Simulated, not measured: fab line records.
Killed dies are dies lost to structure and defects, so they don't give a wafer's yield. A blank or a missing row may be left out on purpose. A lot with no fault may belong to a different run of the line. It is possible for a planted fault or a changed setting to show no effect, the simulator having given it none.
Chamber matching :: flow gf180mcu :: 4 sister chambers for GF_V2_CMP_26 on cmp-02
The step polishes, stops on SiO2, t overpolish 15 s, target thk 0 nm. 16 wafers are shown with their chamber, then 8 later ones without.

EACH WAFER AND ITS CHAMBER
wafer: L923.2
chamber: 0
motor-current-A (A): 9.8
time-to-endpoint-s (s): 76
edge-zone-pressure-frac: 0.994

wafer: L923.5
chamber: 0
motor-current-A (A): 10.4
time-to-endpoint-s (s): 78
edge-zone-pressure-frac: 0.998

wafer: L923.6
chamber: 1
motor-current-A (A): 10.6
time-to-endpoint-s (s): 87
edge-zone-pressure-frac: 1.003

wafer: L924.1
chamber: 3
motor-current-A (A): 13.8
time-to-endpoint-s (s): 85
edge-zone-pressure-frac: 1.000

wafer: L924.2
chamber: 2
motor-current-A (A): 12.3
time-to-endpoint-s (s): 87
edge-zone-pressure-frac: 1.003

wafer: L924.4
chamber: 1
motor-current-A (A): 10.5
time-to-endpoint-s (s): 80
edge-zone-pressure-frac: 1.000

wafer: L925.1
chamber: 0
motor-current-A (A): 9.6
time-to-endpoint-s (s): 77
edge-zone-pressure-frac: 0.999

wafer: L925.2
chamber: 2
motor-current-A (A): 12.1
time-to-endpoint-s (s): 85
edge-zone-pressure-frac: 0.999

wafer: L925.6
chamber: 3
motor-current-A (A): 13.7
time-to-endpoint-s (s): 83
edge-zone-pressure-frac: 0.993

wafer: L928.1
chamber: 0
motor-current-A (A): 10.1
time-to-endpoint-s (s): 82
edge-zone-pressure-frac: 0.998

wafer: L928.5
chamber: 0
motor-current-A (A): 10.2
time-to-endpoint-s (s): 81
edge-zone-pressure-frac: 0.998

wafer: L928.6
chamber: 3
motor-current-A (A): 13.3
time-to-endpoint-s (s): 85
edge-zone-pressure-frac: 1.003

wafer: L938.1
chamber: 1
motor-current-A (A): 10.4
time-to-endpoint-s (s): 87
edge-zone-pressure-frac: 0.998

wafer: L938.5
chamber: 1
motor-current-A (A): 10.8
time-to-endpoint-s (s): 84
edge-zone-pressure-frac: 0.998

wafer: L938.6
chamber: 2
motor-current-A (A): 12.6
time-to-endpoint-s (s): 86
edge-zone-pressure-frac: 1.008

wafer: L939.1
chamber: 3
motor-current-A (A): 14.5
time-to-endpoint-s (s): 86
edge-zone-pressure-frac: 0.991

SIGNATURES (means of the wafers above)
reading: motor-current-A
chamber 0: 10.020
chamber 1: 10.575
chamber 2: 12.333
chamber 3: 13.825
scatter within a chamber: 0.338

reading: time-to-endpoint-s
chamber 0: 78.80
chamber 1: 84.50
chamber 2: 86.00
chamber 3: 84.75
scatter within a chamber: 2.35

reading: edge-zone-pressure-frac
chamber 0: 0.99740
chamber 1: 0.99975
chamber 2: 1.00333
chamber 3: 0.99675
scatter within a chamber: 0.00376
Rule: for a wafer and a chamber, the distance is found by dividing, reading by reading, the gap between the wafer's reading and the chamber's mean by the reading's scatter, squaring, summing and taking the root. The wafer belongs to the nearest chamber; if the next one is less than 2 further off, it can't be placed. The scatter: take each reading less its chamber's mean, square it, sum over the shown wafers, divide by the number of wafers less the number of chambers, and take the root.

WAFERS MISSING THEIR CHAMBER
wafer: L939.3
motor-current-A (A): 11.3
time-to-endpoint-s (s): 81
edge-zone-pressure-frac: 0.996

wafer: L939.6
motor-current-A (A): 12.6
time-to-endpoint-s (s): 86
edge-zone-pressure-frac: 1.004

wafer: L941.1
motor-current-A (A): 10.2
time-to-endpoint-s (s): 81
edge-zone-pressure-frac: 0.997

wafer: L941.3
motor-current-A (A): 12.0
time-to-endpoint-s (s): 84
edge-zone-pressure-frac: 0.998

wafer: L941.6
motor-current-A (A): 9.4
time-to-endpoint-s (s): 80
edge-zone-pressure-frac: 0.999

wafer: L942.1
motor-current-A (A): 10.4
time-to-endpoint-s (s): 81
edge-zone-pressure-frac: 1.004

wafer: L942.4
motor-current-A (A): 12.4
time-to-endpoint-s (s): 89
edge-zone-pressure-frac: 1.004

wafer: L942.6
motor-current-A (A): 12.1
time-to-endpoint-s (s): 88
edge-zone-pressure-frac: 1.004

CHAMBER TAKEN BY EACH
wafer: L939.3
from the rows above: can't be placed: 1 or 0 or 2
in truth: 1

wafer: L939.6
from the rows above: 2
in truth: 2

wafer: L941.1
from the rows above: can't be placed: 0 or 1
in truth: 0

wafer: L941.3
from the rows above: 2
in truth: 2

wafer: L941.6
from the rows above: 0
in truth: 0

wafer: L942.1
from the rows above: can't be placed: 1 or 0
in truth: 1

wafer: L942.4
from the rows above: 2
in truth: 2

wafer: L942.6
from the rows above: 2
in truth: 2
5 of 8 placed correctly. Can't be placed from these rows: 3 (the true chamber is among the candidates in 3). Wrongly placed: 0.
